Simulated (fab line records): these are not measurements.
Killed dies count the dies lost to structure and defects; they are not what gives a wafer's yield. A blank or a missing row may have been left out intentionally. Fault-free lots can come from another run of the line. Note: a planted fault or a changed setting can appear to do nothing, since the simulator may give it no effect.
A struck lot beside a sound one	flow sky130	45 steps out of a route of 708
Sound: the wafers L604.1, L604.2, L604.5. Struck: wafer L599.4 (left out: L599.2, a lot-mate that was not struck); the cause follows at the end.
At each step with rows: each side's tool, then ch and its chambers, then its first start. Under that, the readings that differ: sound wafers	struck wafers	difference of the means	sigmas: that difference in standard deviations of wafers without a fault.
alike: a reading whose means differ by less than 2 such deviations, as well as words and numbers matching on both sides. not compared: withheld readings; readings where some wafer has no value; bounds like >300 that might hide an equal value; numbers whose values overlap and for which the record gives no deviation.
A row with sigmas, a row that says differs or no value, or rows on one side alone: a step with any of these is where the two part. Non-overlapping numbers with no deviation appear without sigmas and do not part them. Lack of a reading on every wafer of one side parts them only where that side has two or more wafers.

first, 7 steps without rows for these wafers: SKY_LDD_N_DEHYDRATE_00 (time 60 s); SKY_LDD_N_HMDS_01 (prime time 60 s); SKY_LDD_N_COAT_02 (resist thk 300 nm); SKY_LDD_N_SOFTBAKE_03 (time 60 s); SKY_LDD_N_EXPOSE_04 (exposes mask NTM, target cd 840 nm); SKY_LDD_N_PEB_05; SKY_LDD_N_DEVELOP_06 (develop time 60 s).
SKY_LDD_N_OVL_MEAS_07:
  sound on overlay-02 at day 23 00:27; struck on overlay-02 at day 21 16:33
  alike: LDD_N_OVL
then, 4 steps without rows for these wafers: SKY_LDD_N_IMPLANT_08; SKY_LDD_N_IMPLANT_09; SKY_LDD_N_IMPLANT_10; SKY_LDD_N_IMPLANT_11.
SKY_LDD_N_IMPLANT_12:
  sound on implanter-03 ch 0, day 23 01:05; struck on implanter-01 ch 0, day 21 17:12
reading	sound	struck	difference	sigmas
beamOnS (s)	9.74 10.08 10.11	13.92	+3.94	+22
faradayCurrentUA	28.9 28.0 27.9	20.3	-8.0	-16
then, 3 steps without rows for these wafers: SKY_LDD_N_IMPLANT_13; SKY_LDD_N_IMPLANT_14; SKY_LDD_N_IMPLANT_15.
SKY_LDD_N_STRIP_16: strips in O2/N2.
  sound on plasmaAsher-02 ch 0,1, day 23 01:41; struck on plasmaAsher-01 ch 0, day 21 17:47
  alike: chamberPressureMTorr, drypumpMotorCurrentA, oesProductAu, stripTimeToEndpointS
  not compared: rfHoursCounterH
SKY_LDD_N_TW_MEAS_17:
  sound on filmMetro-02 at day 23 01:47; struck on filmMetro-01 at day 21 17:53
  alike: LDD_N_TW
then, 7 steps without rows for these wafers: SKY_LDD_P_DEHYDRATE_00 (time 60 s); SKY_LDD_P_HMDS_01 (prime time 60 s); SKY_LDD_P_COAT_02 (resist thk 1140 nm); SKY_LDD_P_SOFTBAKE_03 (time 60 s); SKY_LDD_P_EXPOSE_04 (exposes mask PSDM, target cd 380 nm); SKY_LDD_P_PEB_05; SKY_LDD_P_DEVELOP_06 (develop time 60 s).
SKY_LDD_P_CD_MEAS_07 targets a cd of 380 nm.
  sound on cdSem-01 at day 24 07:50; struck on cdSem-01 at day 22 23:55
  alike: cdNm
SKY_LDD_P_OVL_MEAS_08:
  sound on overlay-02 at day 24 07:58; struck on overlay-02 at day 23 00:01
  alike: LDD_P_OVL
then, 1 step without rows for these wafers: SKY_LDD_P_IMPLANT_09.
SKY_LDD_P_STRIP_10: strips in O2/N2.
  sound on plasmaAsher-02 ch 0,1, day 24 08:09; struck on plasmaAsher-03 ch 0, day 23 00:12
reading	sound	struck	difference	sigmas
drypumpMotorCurrentA (A)	6.3 6.4 6.4	5.3	-1.1	-2
  alike: chamberPressureMTorr, oesProductAu, stripTimeToEndpointS
  not compared: rfHoursCounterH
SKY_LDD_P_TW_MEAS_11:
  sound on filmMetro-03 at day 24 08:15; struck on filmMetro-01 at day 23 00:19
  alike: LDD_P_TW
then, 7 steps without rows for these wafers: SKY_LDD_HVN_DEHYDRATE_00 (time 60 s); SKY_LDD_HVN_HMDS_01 (prime time 60 s); SKY_LDD_HVN_COAT_02 (resist thk 300 nm); SKY_LDD_HVN_SOFTBAKE_03 (time 60 s); SKY_LDD_HVN_EXPOSE_04 (exposes mask HVNTM, target cd 700 nm); SKY_LDD_HVN_PEB_05; SKY_LDD_HVN_DEVELOP_06 (develop time 60 s).
SKY_LDD_HVN_OVL_MEAS_07:
  sound on overlay-01 at day 25 12:47; struck on overlay-02 at day 24 06:06
reading	sound	struck	difference	sigmas
LDD_HVN_OVL (nm)	-0.9 0.8 -0.2	-2.5	-2.4	-2
then, 1 step without rows for these wafers: SKY_LDD_HVN_IMPLANT_08.
SKY_LDD_HVN_STRIP_09: strips in O2/N2.
  sound on plasmaAsher-01 ch 0,1, day 25 12:59; struck on plasmaAsher-02 ch 1, day 24 06:17
reading	sound	struck	difference	sigmas
drypumpMotorCurrentA (A)	5.5 5.4 5.4	6.5	+1.1	+2
  alike: chamberPressureMTorr, oesProductAu, stripTimeToEndpointS
  not compared: rfHoursCounterH
SKY_LDD_HVN_TW_MEAS_10:
  sound on filmMetro-04 at day 25 13:05; struck on filmMetro-02 at day 24 06:23
reading	sound	struck	difference	sigmas
LDD_HVN_TW	1433 1436 1433	1451	+17	+2
then, 1 step without rows for these wafers: SKY_LDD_HVP_DEHYDRATE_00 (time 60 s).
-- the record jumps here: 23 days lie between the struck wafers' starts before and after (it left off in module LDD_HVP and takes up again in module PASSIVATION, whose first step shown is number 684 of the route) --
SKY_PASSIVATION_THK_MEAS_03:
  sound on filmMetro-04 at day 47 14:56; struck on filmMetro-02 at day 46 19:05
  alike: PASSIVATION_CVD_02_THK
  not compared: hold
SKY_PASSIVATION_DEHYDRATE_04: time 60 s.
  sound on lithoTrack-03 ch 0, day 48 00:18; struck on lithoTrack-01 ch 0, day 47 04:46
  alike: resistLineTempC
  not compared: hold
SKY_PAD_OPEN_PROBE_99:
  sound on prober-01 at day 49 07:10; struck on prober-02 at day 48 12:00
reading	sound	struck	difference	sigmas
model.etest.nfet_01v8_lvt.vtSatV (V)	0.5259 0.5441 0.5286	0.5761	+0.0432	
model.etest.sramNfetPass.vtSatV (V)	0.5512 0.5661 0.5572	0.6109	+0.0527	
model.etest.nfet_01v8.vtSatV (V)	0.6325 0.6452 0.634	0.676	+0.039	
model.etest.nfet_01v8_lvt.vtV (V)	0.602 0.6097 0.596	0.6316	+0.0290	
model.etest.nfet_01v8.vtV (V)	0.6859 0.6923 0.6851	0.715	+0.027	
  alike: killed_at_M0_to_M3, killed_at_M4_up, killedAtContacts, killedAtFrontEnd, killedAtOther, killedDies, killedOpen, killedShort

## WHERE THEY PART
Last at SKY_LDD_HVN_TW_MEAS_10 as far as this record goes, first at SKY_LDD_N_IMPLANT_12. Later steps at which nothing parts them and some readings are alike: SKY_PASSIVATION_THK_MEAS_03, SKY_PASSIVATION_DEHYDRATE_04, SKY_PAD_OPEN_PROBE_99.

WHY: the cause the simulator had injected
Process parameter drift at SKY_LDD_N_IMPLANT_12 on implanter-01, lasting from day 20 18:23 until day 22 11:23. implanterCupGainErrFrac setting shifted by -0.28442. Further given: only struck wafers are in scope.
